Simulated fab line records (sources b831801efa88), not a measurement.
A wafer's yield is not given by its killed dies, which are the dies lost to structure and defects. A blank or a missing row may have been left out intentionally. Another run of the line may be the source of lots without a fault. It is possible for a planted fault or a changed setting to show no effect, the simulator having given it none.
Tool commonality check :: flow sky130 :: Sample size 13 lots and 39 wafers

WHY IT WAS OPENED
3 of 13 lots carry a flag on the reading SD_P_TW at SKY_SD_P_TW_MEAS_11. Fault-free wafers read 2799, with a standard deviation of 19.
Rule: a lot is flagged when every wafer of it that has a number lies more than 4 standard deviations from that mean, or none has a number. The rest of the lots are taken to be sound.

lot: L634
measured: day 24 20:28
on: film metro-01
SD_P_TW, wafer by wafer: 2816 2786 2792
flag: 

lot: L635
measured: day 25 05:55
on: film metro-01
SD_P_TW, wafer by wafer: 2824 2829 2808
flag: 

lot: L636
measured: day 25 20:36
on: film metro-01
SD_P_TW, wafer by wafer: 2809 2819 2801
flag: 

lot: L637
measured: day 26 04:11
on: film metro-03
SD_P_TW, wafer by wafer: 2818 2816 2817
flag: 

lot: L638
measured: day 26 14:32
on: film metro-02
SD_P_TW, wafer by wafer: 2782 2775 2785
flag: 

lot: L639
measured: day 26 19:29
on: film metro-02
SD_P_TW, wafer by wafer: 2767 2796 2770
flag: 

lot: L640
measured: day 27 11:17
on: film metro-03
SD_P_TW, wafer by wafer: 2796 2806 2791
flag: 

lot: L641
measured: day 27 15:34
on: film metro-02
SD_P_TW, wafer by wafer: 2768 2782 2780
flag: 

lot: L642
measured: day 28 05:05
on: film metro-01
SD_P_TW, wafer by wafer: 2786 2807 2810
flag: 

lot: L648
measured: day 30 09:44
on: film metro-02
SD_P_TW, wafer by wafer: 2544 2543 2536
flag: FLAGGED

lot: L649
measured: day 30 18:17
on: film metro-02
SD_P_TW, wafer by wafer: 2550 2554 2543
flag: FLAGGED

lot: L651
measured: day 31 11:04
on: film metro-01
SD_P_TW, wafer by wafer: 2560 2575 2545
flag: FLAGGED

lot: L656
measured: day 32 20:36
on: film metro-03
SD_P_TW, wafer by wafer: 2826 2828 2815
flag: 
The mean of the flagged lots' numbers is 2550, -249 from the usual (-13 standard deviations).

LOT BY LOT: THE TOOL USED
The record holds 2 process steps before the reading, out of a route of 708 steps. Every cell lists first the tool, next ch and the chambers used by the sampled wafers, and last the start.
lot: L634
flag: 
SKY_SD_P_IMPLANT_09: implanter-04 ch 0, day 24 20:16
SKY_SD_P_STRIP_10: plasma asher-02 ch 0,1, day 24 20:22

lot: L635
flag: 
SKY_SD_P_IMPLANT_09: implanter-04 ch 0, day 25 05:41
SKY_SD_P_STRIP_10: plasma asher-03 ch 0,1, day 25 05:49

lot: L636
flag: 
SKY_SD_P_IMPLANT_09: implanter-02 ch 0, day 25 20:23
SKY_SD_P_STRIP_10: plasma asher-02 ch 0,1, day 25 20:31

lot: L637
flag: 
SKY_SD_P_IMPLANT_09: implanter-02 ch 0, day 26 03:58
SKY_SD_P_STRIP_10: plasma asher-04 ch 0,1, day 26 04:06

lot: L638
flag: 
SKY_SD_P_IMPLANT_09: implanter-03 ch 0, day 26 14:18
SKY_SD_P_STRIP_10: plasma asher-02 ch 0,1, day 26 14:26

lot: L639
flag: 
SKY_SD_P_IMPLANT_09: implanter-02 ch 0, day 26 19:14
SKY_SD_P_STRIP_10: plasma asher-03 ch 0,1, day 26 19:23

lot: L640
flag: 
SKY_SD_P_IMPLANT_09: implanter-04 ch 0, day 27 11:02
SKY_SD_P_STRIP_10: plasma asher-02 ch 1, day 27 11:11

lot: L641
flag: 
SKY_SD_P_IMPLANT_09: implanter-02 ch 0, day 27 15:21
SKY_SD_P_STRIP_10: plasma asher-03 ch 0,1, day 27 15:28

lot: L642
flag: 
SKY_SD_P_IMPLANT_09: implanter-03 ch 0, day 28 04:52
SKY_SD_P_STRIP_10: plasma asher-04 ch 0,1, day 28 05:00

lot: L648
flag: FLAGGED
SKY_SD_P_IMPLANT_09: implanter-02 ch 0, day 30 09:30
SKY_SD_P_STRIP_10: plasma asher-03 ch 1, day 30 09:38

lot: L649
flag: FLAGGED
SKY_SD_P_IMPLANT_09: implanter-02 ch 0, day 30 18:02
SKY_SD_P_STRIP_10: plasma asher-04 ch 0,1, day 30 18:11

lot: L651
flag: FLAGGED
SKY_SD_P_IMPLANT_09: implanter-02 ch 0, day 31 10:49
SKY_SD_P_STRIP_10: plasma asher-02 ch 0, day 31 10:58

lot: L656
flag: 
SKY_SD_P_IMPLANT_09: implanter-03 ch 0, day 32 20:22
SKY_SD_P_STRIP_10: plasma asher-03 ch 0,1, day 32 20:29
What is done by these steps:
- SKY_SD_P_IMPLANT_09
- SKY_SD_P_STRIP_10: strips in O2/N2.
- SKY_SD_P_TW_MEAS_11

FLAGGED OVER TOTAL, TOOL BY TOOL (the gauges that took the reading come last)
step: SKY_SD_P_IMPLANT_09
tool: implanter-02
lots run: 7
flagged: 3
share of the flagged lots: all
sound lots run after its first flagged lot: 0

step: SKY_SD_P_IMPLANT_09
tool: implanter-03
lots run: 3
flagged: 0
share of the flagged lots: none
sound lots run after its first flagged lot: -

step: SKY_SD_P_IMPLANT_09
tool: implanter-04
lots run: 3
flagged: 0
share of the flagged lots: none
sound lots run after its first flagged lot: -

step: SKY_SD_P_STRIP_10
tool: plasma asher-02
lots run: 5
flagged: 1
share of the flagged lots: some
sound lots run after its first flagged lot: 0

step: SKY_SD_P_STRIP_10
tool: plasma asher-03
lots run: 5
flagged: 1
share of the flagged lots: some
sound lots run after its first flagged lot: 1 (L656)

step: SKY_SD_P_STRIP_10
tool: plasma asher-04
lots run: 3
flagged: 1
share of the flagged lots: some
sound lots run after its first flagged lot: 0

step: SKY_SD_P_TW_MEAS_11
tool: film metro-01
lots run: 5
flagged: 1
share of the flagged lots: some
sound lots run after its first flagged lot: 0

step: SKY_SD_P_TW_MEAS_11
tool: film metro-02
lots run: 5
flagged: 2
share of the flagged lots: some
sound lots run after its first flagged lot: 0

step: SKY_SD_P_TW_MEAS_11
tool: film metro-03
lots run: 3
flagged: 0
share of the flagged lots: none
sound lots run after its first flagged lot: -

WHAT THE TABLE ALLOWS
All flagged lots share 1 row of the table, namely implanter-02 at SKY_SD_P_IMPLANT_09.
- implanter-02 at SKY_SD_P_IMPLANT_09 ran 7 lots, 3 of them flagged. It ran its last sound lot, L641, at day 27 15:21 and its first flagged lot, L648, at day 30 09:30: a fault with its onset between the two fits. Its own readings lie more than 4 standard deviations out on every wafer of the flagged lots: beam energy keV.
implanter-02 at SKY_SD_P_IMPLANT_09 is the single tool remaining.

WHAT THE SIMULATOR HAD PUT IN
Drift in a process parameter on implanter-02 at SKY_SD_P_IMPLANT_09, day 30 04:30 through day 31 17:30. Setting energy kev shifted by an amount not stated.
Lots struck among those shown: L648, L649, L651. This agrees with what the rule above found.
